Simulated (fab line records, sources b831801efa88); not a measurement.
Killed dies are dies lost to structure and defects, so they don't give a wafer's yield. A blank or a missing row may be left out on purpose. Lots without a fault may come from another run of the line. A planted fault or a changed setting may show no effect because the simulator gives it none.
Which tool did it? | flow gf180mcu | 24 lots, 72 wafers sampled, at 6 steps of a route of 602

WHAT THE GAUGES READ, wafer by wafer
GF_V3_CD_MEAS_14: target cd 260 nm. Usual: cd_nm 259.8 nm, standard deviation 1.
lot  | measured     | on        | cd_nm (nm)        | flag
L074 | day 22 16:08 | cd_sem-02 | 259.7 259.4 258.5 |
L075 | day 22 22:31 | cd_sem-02 | 259.1 260.2 258.2 |
L076 | day 23 11:43 | cd_sem-01 | 259.8 262.1 261.2 |
L077 | day 23 13:10 | cd_sem-01 | 259.0 258.6 259.1 |
L078 | day 23 20:35 | cd_sem-01 | 259.2 258.4 258.9 |
L079 | day 24 11:09 | cd_sem-01 | 259.7 258.6 260.1 |
L080 | day 24 13:53 | cd_sem-01 | 260.1 259.7 259.1 |
L081 | day 25 04:25 | cd_sem-02 | 259.4 259.7 259.2 |
L082 | day 25 07:37 | cd_sem-01 | 260.2 260.1 260.1 |
L083 | day 25 10:58 | cd_sem-01 | 261.7 260.1 260.7 |
L084 | day 25 16:45 | cd_sem-02 | 263.1 261.0 261.1 |
L085 | day 26 04:41 | cd_sem-01 | 261.1 260.3 260.2 |
L086 | day 26 12:27 | cd_sem-02 | 261.9 260.5 260.8 |
L087 | day 27 02:14 | cd_sem-02 | 259.9 259.7 259.4 |
L088 | day 27 05:28 | cd_sem-02 | 258.9 259.2 259.8 |
L089 | day 27 11:14 | cd_sem-02 | 260.1 259.6 259.4 |
L090 | day 27 23:19 | cd_sem-02 | 260.8 258.3 260.3 |
L091 | day 28 01:56 | cd_sem-02 | 259.9 259.2 259.7 |
L092 | day 28 05:58 | cd_sem-01 | 258.7 259.2 258.6 |
L093 | day 28 13:56 | cd_sem-01 | 259.7 260.1 259.8 |
L094 | day 28 22:24 | cd_sem-01 | 258.9 260.6 259.0 |
L095 | day 29 05:43 | cd_sem-01 | 258.5 258.2 259.7 |
L096 | day 29 07:11 | cd_sem-01 | 258.4 259.4 259.1 |
L097 | day 29 11:45 | cd_sem-01 | 260.3 259.4 259.8 |

GF_V4_BOW_MEAS_05. Usual: V4_BOW 135 um, standard deviation 8.9.
lot  | measured     | on            | V4_BOW (um) | flag
L074 | day 23 16:24 | film_metro-02 | 134 138 134 |
L075 | day 24 01:04 | film_metro-04 | 126 119 128 |
L076 | day 24 12:53 | film_metro-02 | 141 142 150 |
L077 | day 24 15:19 | film_metro-04 | 140 132 125 |
L078 | day 24 21:14 | film_metro-02 | 131 138 125 |
L079 | day 25 11:46 | film_metro-02 | 138 141 132 |
L080 | day 25 14:37 | film_metro-02 | 145 150 156 |
L081 | day 26 03:53 | film_metro-04 | 120 119 128 |
L082 | day 26 07:15 | film_metro-04 | 125 141 130 |
L083 | day 26 11:10 | film_metro-02 | 151 142 155 |
L084 | day 26 16:27 | film_metro-04 | 136 129 139 |
L085 | day 27 04:23 | film_metro-02 | 126 128 144 |
L086 | day 27 12:05 | film_metro-04 | 140 120 126 |
L087 | day 28 01:03 | film_metro-02 | 146 130 128 |
L088 | day 28 04:10 | film_metro-01 | 140 134 145 |
L089 | day 28 10:44 | film_metro-04 | 135 147 138 |
L090 | day 28 21:31 | film_metro-02 | 134 131 144 |
L091 | day 29 00:21 | film_metro-01 | 126 130 121 |
L092 | day 29 04:11 | film_metro-04 | 140 139 143 |
L093 | day 29 11:48 | film_metro-01 | 131 133 138 |
L094 | day 29 21:25 | film_metro-04 | 130 145 129 |
L095 | day 30 03:55 | film_metro-02 | 146 147 143 |
L096 | day 30 05:18 | film_metro-02 | 136 138 129 |
L097 | day 30 09:28 | film_metro-01 | 130 134 128 |

GF_PASSIVATION_BOW_MEAS_14. Usual: PASSIVATION_BOW 137 um, standard deviation 10.
lot  | measured     | on            | PASSIVATION_BOW (um) | flag
L074 | day 29 04:13 | film_metro-01 | 131 136 134          |
L075 | day 29 10:24 | film_metro-04 | 125 122 130          |
L076 | day 29 21:47 | film_metro-01 | 134 137 145          |
L077 | day 29 23:43 | film_metro-02 | 152 145 135          |
L078 | day 30 05:59 | film_metro-01 | 131 138 125          |
L079 | day 30 18:37 | film_metro-02 | 141 145 135          |
L080 | day 30 20:47 | film_metro-04 | 144 151 156          |
L081 | day 31 07:20 | film_metro-01 | 135 133 145          |
L082 | day 31 09:29 | film_metro-04 | 130 147 136          |
L083 | day 31 13:31 | film_metro-01 | 159 150 164          |
L084 | day 31 18:58 | film_metro-04 | 140 133 144          |
L085 | day 32 04:10 | film_metro-01 | 116 118 135          |
L086 | day 32 09:28 | film_metro-04 | 141 122 129          |
L087 | day 32 20:53 | film_metro-02 | 147 133 130          |
L088 | day 33 00:36 | film_metro-01 | 143 138 147          |
L089 | day 33 05:23 | film_metro-02 | 141 156 146          |
L090 | day 33 13:16 | film_metro-01 | 140 135 150          |
L091 | day 33 16:52 | film_metro-02 | 127 131 122          |
L092 | day 33 21:28 | film_metro-01 | 136 135 139          |
L093 | day 34 02:34 | film_metro-01 | 125 127 132          |
L094 | day 34 08:59 | film_metro-04 | 135 149 134          |
L095 | day 34 15:56 | film_metro-01 | 151 150 146          |
L096 | day 34 16:28 | film_metro-01 | 132 137 126          |
L097 | day 34 20:46 | film_metro-02 | 123 128 123          |

WHICH TOOL RAN EACH LOT (tool, then ch and the chambers of the sampled wafers, then the start)
lot  | GF_SAB_STRIP_13                      | GF_V4_CVD_23                  | GF_V5_SPUTTER_21
L074 | plasma_asher-04 ch 0,1, day 15 08:17 | cvd_w-01 ch 0,1, day 24 15:11 | pvd_sputter-03, day 27 09:13
L075 | plasma_asher-03 ch 0,1, day 15 16:10 | cvd_w-01 ch 0,1, day 24 23:53 | pvd_sputter-01, day 27 16:58
L076 | plasma_asher-01 ch 0,1, day 16 05:02 | cvd_w-02 ch 0,1, day 25 11:35 | pvd_sputter-01, day 28 04:12
L077 | plasma_asher-03 ch 0,1, day 16 05:29 | cvd_w-02 ch 0,1, day 25 13:44 | pvd_sputter-03, day 28 05:49
L078 | plasma_asher-04 ch 0,1, day 16 14:00 | cvd_w-02 ch 0,1, day 25 19:51 | pvd_sputter-03, day 28 12:07
L079 | plasma_asher-01 ch 0,1, day 17 02:59 | cvd_w-02 ch 0,1, day 26 09:08 | pvd_sputter-04, day 29 00:41
L080 | plasma_asher-03 ch 0,1, day 17 07:52 | cvd_w-01 ch 0,1, day 26 12:50 | pvd_sputter-03, day 29 03:58
L081 | plasma_asher-04 ch 0,1, day 17 19:24 | cvd_w-02 ch 0,1, day 27 01:06 | pvd_sputter-04, day 29 15:34
L082 | plasma_asher-01 ch 0,1, day 18 01:23 | cvd_w-02 ch 0,1, day 27 05:00 | pvd_sputter-03, day 29 17:44
L083 | plasma_asher-01 ch 0,1, day 18 06:32 | cvd_w-02 ch 0,1, day 27 08:29 | pvd_sputter-04, day 29 21:10
L084 | plasma_asher-04 ch 0,1, day 18 15:29 | cvd_w-01 ch 0,1, day 27 13:57 | pvd_sputter-01, day 30 03:19
L085 | plasma_asher-04 ch 0,1, day 19 00:19 | cvd_w-01 ch 0,1, day 28 01:12 | pvd_sputter-03, day 30 13:14
L086 | plasma_asher-04 ch 0,1, day 19 13:24 | cvd_w-01 ch 0,1, day 28 08:44 | pvd_sputter-03, day 30 20:44
L087 | plasma_asher-04 ch 0,1, day 19 23:12 | cvd_w-02 ch 0,1, day 28 20:41 | pvd_sputter-04, day 31 07:07
L088 | plasma_asher-03 ch 0,1, day 20 06:29 | cvd_w-02 ch 0,1, day 29 01:10 | pvd_sputter-03, day 31 11:58
L089 | plasma_asher-03 ch 0,1, day 20 14:29 | cvd_w-02 ch 1, day 29 06:56   | pvd_sputter-01, day 31 16:58
L090 | plasma_asher-03 ch 0,1, day 21 01:03 | cvd_w-01 ch 0,1, day 29 17:07 | pvd_sputter-04, day 32 01:30
L091 | plasma_asher-03 ch 0,1, day 21 06:59 | cvd_w-01 ch 0,1, day 29 20:32 | pvd_sputter-03, day 32 05:11
L092 | plasma_asher-01 ch 0,1, day 21 13:12 | cvd_w-01 ch 0,1, day 30 00:32 | pvd_sputter-03, day 32 08:42
L093 | plasma_asher-01 ch 0,1, day 21 20:56 | cvd_w-01 ch 0,1, day 30 07:55 | pvd_sputter-03, day 32 15:08
L094 | plasma_asher-03 ch 0,1, day 22 05:55 | cvd_w-01 ch 0,1, day 30 16:48 | pvd_sputter-03, day 32 22:53
L095 | plasma_asher-01 ch 0,1, day 22 17:25 | cvd_w-01 ch 0,1, day 30 23:06 | pvd_sputter-01, day 33 05:28
L096 | plasma_asher-01 ch 0,1, day 22 18:54 | cvd_w-02 ch 0,1, day 31 00:33 | pvd_sputter-03, day 33 06:08
L097 | plasma_asher-04 ch 0,1, day 22 23:48 | cvd_w-01 ch 0,1, day 31 04:35 | pvd_sputter-03, day 33 10:13
- GF_SAB_STRIP_13: strips in O2/N2.
- GF_V4_CVD_23: deposits W, target thk 350 nm, time 104.9 s.
- GF_V5_SPUTTER_21: material Ti, target thk 15 nm, time 80.02 s.

WHAT THE TOOLS THEMSELVES READ (means of the sampled wafers that have a number; where no wafer has one, the mark that the record gives instead)
GF_SAB_STRIP_13. Usual: drypump_motor_current_A 5.7 A, standard deviation 0.5; heater_power_w 325 W, standard deviation 36; n2_flow_sccm 299.9 sccm, standard deviation 0.82; oes_product_au 0.710 a.u., standard deviation 0.0045; strip_time_to_endpoint_s 12.60 s, standard deviation 0.032.
lot  | tool            | drypump_motor_current_A (A) | heater_power_w (W) | n2_flow_sccm (sccm) | oes_product_au (a.u.) | strip_time_to_endpoint_s (s) | flag
L074 | plasma_asher-04 | 5.6                         | 285                | 300.5               | 0.710                 | 12.58                        |
L075 | plasma_asher-03 | 5.7                         | 365                | 299.2               | 0.711                 | 12.59                        |
L076 | plasma_asher-01 | 6.1                         | 327                | 299.1               | 0.709                 | 12.58                        |
L077 | plasma_asher-03 | 5.8                         | 356                | 299.8               | 0.711                 | 12.58                        |
L078 | plasma_asher-04 | 5.6                         | 288                | 299.2               | 0.712                 | 12.65                        |
L079 | plasma_asher-01 | 6.1                         | 328                | 299.8               | 0.710                 | 12.61                        |
L080 | plasma_asher-03 | 5.7                         | 359                | 300.2               | 0.713                 | 12.60                        |
L081 | plasma_asher-04 | 5.7                         | 283                | 299.6               | 0.710                 | 12.61                        |
L082 | plasma_asher-01 | 5.6                         | 324                | 299.7               | 0.713                 | 12.58                        |
L083 | plasma_asher-01 | 6.1                         | 328                | 301.0               | 0.713                 | 12.65                        |
L084 | plasma_asher-04 | 5.6                         | 284                | 300.8               | 0.712                 | 12.56                        |
L085 | plasma_asher-04 | 5.4                         | 284                | 300.8               | 0.711                 | 12.66                        |
L086 | plasma_asher-04 | 5.7                         | 286                | 300.2               | 0.712                 | 12.58                        |
L087 | plasma_asher-04 | 5.4                         | 285                | 300.4               | 0.712                 | 12.57                        |
L088 | plasma_asher-03 | 5.7                         | 356                | 300.4               | 0.705                 | 12.63                        |
L089 | plasma_asher-03 | 5.7                         | 354                | 299.2               | 0.706                 | 12.62                        |
L090 | plasma_asher-03 | 5.9                         | 375                | 300.0               | 0.709                 | 12.58                        |
L091 | plasma_asher-03 | 5.9                         | 369                | 299.3               | 0.713                 | 12.62                        |
L092 | plasma_asher-01 | 6.1                         | 331                | 299.2               | 0.710                 | 12.59                        |
L093 | plasma_asher-01 | 6.1                         | 324                | 300.2               | 0.704                 | 12.58                        |
L094 | plasma_asher-03 | 5.8                         | 357                | 299.6               | 0.710                 | 12.61                        |
L095 | plasma_asher-01 | 5.6                         | 326                | 299.1               | 0.705                 | 12.64                        |
L096 | plasma_asher-01 | 6.1                         | 329                | 299.5               | 0.708                 | 12.59                        |
L097 | plasma_asher-04 | 5.4                         | 280                | 300.5               | 0.714                 | 12.58                        |

GF_V4_CVD_23. Usual: heater_power_w 894 W, standard deviation 68.
lot  | tool     | heater_power_w (W) | flag
L074 | cvd_w-01 | 865                |
L075 | cvd_w-01 | 853                |
L076 | cvd_w-02 | 900                |
L077 | cvd_w-02 | 900                |
L078 | cvd_w-02 | 880                |
L079 | cvd_w-02 | 896                |
L080 | cvd_w-01 | 875                |
L081 | cvd_w-02 | 871                |
L082 | cvd_w-02 | 913                |
L083 | cvd_w-02 | 871                |
L084 | cvd_w-01 | 854                |
L085 | cvd_w-01 | 934                |
L086 | cvd_w-01 | 866                |
L087 | cvd_w-02 | 877                |
L088 | cvd_w-02 | 914                |
L089 | cvd_w-02 | 963                |
L090 | cvd_w-01 | 864                |
L091 | cvd_w-01 | 927                |
L092 | cvd_w-01 | 870                |
L093 | cvd_w-01 | 882                |
L094 | cvd_w-01 | 868                |
L095 | cvd_w-01 | 921                |
L096 | cvd_w-02 | 876                |
L097 | cvd_w-01 | 918                |

GF_V5_SPUTTER_21. Usual: throttle_valve_pct 29.6 %, standard deviation 0.97.
lot  | tool           | throttle_valve_pct (%) | flag
L074 | pvd_sputter-03 | 29.6                   |
L075 | pvd_sputter-01 | 30.4                   |
L076 | pvd_sputter-01 | 29.8                   |
L077 | pvd_sputter-03 | 29.4                   |
L078 | pvd_sputter-03 | 29.8                   |
L079 | pvd_sputter-04 | 30.0                   |
L080 | pvd_sputter-03 | 30.2                   |
L081 | pvd_sputter-04 | 29.4                   |
L082 | pvd_sputter-03 | 29.4                   |
L083 | pvd_sputter-04 | 29.7                   |
L084 | pvd_sputter-01 | 30.5                   |
L085 | pvd_sputter-03 | 29.7                   |
L086 | pvd_sputter-03 | 29.4                   |
L087 | pvd_sputter-04 | 29.8                   |
L088 | pvd_sputter-03 | 29.9                   |
L089 | pvd_sputter-01 | 29.8                   |
L090 | pvd_sputter-04 | 28.7                   |
L091 | pvd_sputter-03 | 28.8                   |
L092 | pvd_sputter-03 | 29.1                   |
L093 | pvd_sputter-03 | 29.3                   |
L094 | pvd_sputter-03 | 29.3                   |
L095 | pvd_sputter-01 | 30.4                   |
L096 | pvd_sputter-03 | 29.5                   |
L097 | pvd_sputter-03 | 29.7                   |

THE ANSWER, worked out from the rows above alone
Rule: a lot is off if the mean of its wafers that have a number lies more than 3 standard deviations from the usual mean. A lot without any number at a reading at which 4 lots or more have one is off too. The other lots that the step has rows for count as sound. The gauges are gone through in route order, then the tools' own readings, and for those a lot's mean is taken as printed above. The first step at which some lot is off is used, and at that step the reading that is off furthest; a lot without a number counts as furthest.
No lot is off at any reading shown: from this, nothing can be told.

WHAT THE SIMULATOR HAD PUT IN
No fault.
